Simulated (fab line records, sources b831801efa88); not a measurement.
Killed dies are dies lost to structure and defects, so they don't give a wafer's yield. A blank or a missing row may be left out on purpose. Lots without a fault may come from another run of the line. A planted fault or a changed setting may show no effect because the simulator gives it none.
Problem report in the 8D (eight disciplines) form, filled by code | flow gf180mcu | the parts of the form that need people (team, actions taken, sign-off) are left out

1. THE PROBLEM
tilt_deg at GF_MVSD_IMPLANT_09 reads a mean of 6.243 degrees on 6 wafers of 2 lots; wafers without a fault read 0.003 degrees with a standard deviation of 0.019. That is +99 or more standard deviations from the usual mean.
First seen on wafer L522.1, day 7 16:56, on implanter-02. The record holds 42 wafers of 14 lots with a number at this step. Rule for "out", or "out of limits": more than 4 standard deviations from the usual mean. The other wafers with a number count as sound.

2. WHAT IT IS AND WHAT IT IS NOT
question                    | is                     | is not
which readings at this step | tilt_deg               | -
which lots                  | L522, L526             | L509, L510, L511, L512, L513, L514, L515, L517, L519, L523, L530, L531
which wafers of those lots  | all that have a number | -
read on which tools         | implanter-02           | implanter-01, implanter-04
when                        | from day 7 16:56       | up to then (27 sound wafers); but 9 sound wafers of L523, L530, L531 came after

3. SUSPECTS, AND WHAT RULES EACH OUT
Counting: a tool at a process step up to the reading stays a suspect if it ran every lot that is out and no sound lot after the first of them.
- implanter-02 at GF_MVSD_IMPLANT_09: kept. It ran every lot that is out, first L522 (day 7 16:56), and no sound lot after that; its last sound lot up to then is L519 (day 7 00:12). Its own readings are out on those wafers: tilt_deg.
Left after counting: implanter-02 at GF_MVSD_IMPLANT_09.

4. THE CAUSE (what the simulator had put in)
Process parameter drift: implanter-02, from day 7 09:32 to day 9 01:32, at GF_MVSD_IMPLANT_09. Setting tilt_deg, moved by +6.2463, from 0. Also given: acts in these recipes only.
Counting left only this tool.

5. THE CHAIN OF EFFECTS, in route order
Each row: a reading whose mean over the struck wafers that have a number lies more than 3 standard deviations from the usual. Only readings for which the record gives a usual standard deviation are gone through. hours: the time from each lot's start at the first step in this table that gives one to its start at this step, as a median over the lots. sigmas: the change in usual standard deviations.
hours | step               | reading  | usual         | on struck wafers | change | sigmas
0     | GF_MVSD_IMPLANT_09 | tilt_deg | 0.003 degrees | 6.243            | +6.240 | +99 or more
The process steps in it:
- GF_MVSD_IMPLANT_09
Later measuring or inspecting steps at which every struck wafer that the step has a row for has a number for every such reading, and none has moved that far: GF_DUAL_GATE_OVL_MEAS_11, GF_POLY_GATE_CD_MEAS_10.

6. WHAT WOULD HAVE CAUGHT IT SOONER
In this record the first reading out of limits was taken at day 7 16:56, 7 hours after the fault began at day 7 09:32.
